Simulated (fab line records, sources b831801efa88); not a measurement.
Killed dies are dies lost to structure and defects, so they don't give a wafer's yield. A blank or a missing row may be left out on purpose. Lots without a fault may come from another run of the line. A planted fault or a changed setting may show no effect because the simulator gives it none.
A struck lot beside a sound one | flow sky130 | 22 steps out of a route of 708
Sound: wafers L436.3, L436.4, L436.6. Struck: wafers L432.1, L432.2, L432.4. The cause comes at the end.
At each step with rows: each side's tool, then ch and its chambers, then its first start. Under that, the readings that differ: sound wafers | struck wafers | difference of the means | sigmas: that difference in standard deviations of wafers without a fault.
alike: readings whose means differ by less than 2 such deviations, and words and numbers that are the same on both sides. not compared: withheld readings, readings that some wafer has no value for, bounds like >300 that may hide the same value, and numbers for which the record gives no deviation and whose values overlap.
The two part at a step that has a row with sigmas, a row that says differs or no value, or rows on one side only. Numbers that don't overlap but have no deviation are shown without sigmas and don't part them. A reading that every wafer of one side lacks parts them only if that side has two wafers or more.

first, 6 steps without rows for these wafers: SKY_VT_ADJUST_LVTN_HMDS_01 (prime time 60 s); SKY_VT_ADJUST_LVTN_COAT_02 (resist thk 3000 nm); SKY_VT_ADJUST_LVTN_SOFTBAKE_03; SKY_VT_ADJUST_LVTN_EXPOSE_04 (exposes mask NWM COMPLEMENT LESS NATIVE, target cd 840 nm); SKY_VT_ADJUST_LVTN_PEB_05; SKY_VT_ADJUST_LVTN_DEVELOP_06 (develop time 60 s).
SKY_VT_ADJUST_LVTN_OVL_MEAS_07:
  sound on overlay-01, day 10 16:25; struck on overlay-02, day 9 12:24
  alike: VT_ADJUST_LVTN_OVL
then, 1 step without rows for these wafers: SKY_VT_ADJUST_LVTN_IMPLANT_08.
SKY_VT_ADJUST_LVTN_STRIP_09: strips in O2/N2.
  sound on plasma_asher-04 ch 0,1, day 10 16:38; struck on plasma_asher-04 ch 0,1, day 9 12:35
  reading                      | sound             | struck            | difference | sigmas
  strip_time_to_endpoint_s (s) | 37.01 37.08 37.03 | 36.86 36.73 36.77 | -0.25      | -3
  alike: drypump_motor_current_A, oes_product_au
  not compared: rf_hours_counter_h
SKY_VT_ADJUST_LVTN_TW_MEAS_10:
  sound on film_metro-03, day 10 16:43; struck on film_metro-03, day 9 12:41
  alike: VT_ADJUST_LVTN_TW
then, 2 steps without rows for these wafers: SKY_VT_ADJUST_LVTN_DEHYDRATE_11 (time 60 s); SKY_VT_ADJUST_LVTN_HMDS_12 (prime time 60 s).
SKY_VT_ADJUST_LVTN_COAT_13: resist thk 1140 nm.
  sound on litho_track-01 ch 0, day 11 03:46; struck on litho_track-04 ch 0, day 9 23:27
  reading                                             | sound                | struck               | difference | sigmas
  spin_speed_rpm (rpm)                                | 2998.3 2999.9 3002.3 | 3058.7 3061.2 3059.8 | +59.7      | +30
  model.NOVOLAK_of_VT_ADJUST_LVTN_COAT_13.thk_nm (nm) | 1142 1142 1143       | 1129 1130 1134       | -11        |
then, 3 steps without rows for these wafers: SKY_VT_ADJUST_LVTN_SOFTBAKE_14 (time 60 s); SKY_VT_ADJUST_LVTN_EXPOSE_15 (exposes mask HVN STD DERIVED, target cd 600 nm); SKY_VT_ADJUST_LVTN_PEB_16.
SKY_VT_ADJUST_LVTN_DEVELOP_17: develop time 60 s.
  sound on litho_track-04 ch 0, day 11 15:00; struck on litho_track-04 ch 0, day 10 10:27
  reading                                             | sound          | struck         | difference | sigmas
  model.NOVOLAK_of_VT_ADJUST_LVTN_COAT_13.thk_nm (nm) | 1142 1142 1143 | 1128 1130 1134 | -12        |
SKY_VT_ADJUST_LVTN_OVL_MEAS_18:
  sound on overlay-01, day 11 15:07; struck on overlay-02, day 10 10:36
  alike: VT_ADJUST_LVTN_01_OVL
then, 1 step without rows for these wafers: SKY_VT_ADJUST_LVTN_IMPLANT_19.
SKY_VT_ADJUST_LVTN_STRIP_20: strips in O2/N2.
  sound on plasma_asher-02 ch 0,1, day 11 15:28; struck on plasma_asher-01 ch 0,1, day 10 10:47
  reading                      | sound             | struck            | difference | sigmas
  drypump_motor_current_A (A)  | 5.55 5.82 5.56    | 5.25 5.33 5.24    | -0.37      | -2
  strip_time_to_endpoint_s (s) | 14.21 14.20 14.22 | 14.05 14.06 14.12 | -0.13      | -4
  alike: oes_product_au
  not compared: rf_hours_counter_h
SKY_VT_ADJUST_LVTN_TW_MEAS_21:
  sound on film_metro-03, day 11 15:34; struck on film_metro-04, day 10 10:53
  alike: VT_ADJUST_LVTN_2_TW
-- the record jumps here: 38 days lie between the struck wafers' starts before and after (it left off in module VT_ADJUST_LVTN and takes up again in module PAD_OPEN, whose first step shown is number 708 of the route) --
SKY_PAD_OPEN_PROBE_99:
  sound on prober-02, day 48 20:38; struck on prober-02, day 47 23:14
  alike: killed_at_M0_to_M3, killed_at_M4_up, killed_at_contacts, killed_at_front_end, killed_at_other, killed_dies, killed_on_rim, killed_open, killed_short

WHERE THEY PART
First at SKY_VT_ADJUST_LVTN_STRIP_09; last, within this record, at SKY_VT_ADJUST_LVTN_STRIP_20. Later steps at which nothing parts them and some readings are alike: SKY_VT_ADJUST_LVTN_TW_MEAS_21, SKY_PAD_OPEN_PROBE_99.

WHY: what the simulator had put in
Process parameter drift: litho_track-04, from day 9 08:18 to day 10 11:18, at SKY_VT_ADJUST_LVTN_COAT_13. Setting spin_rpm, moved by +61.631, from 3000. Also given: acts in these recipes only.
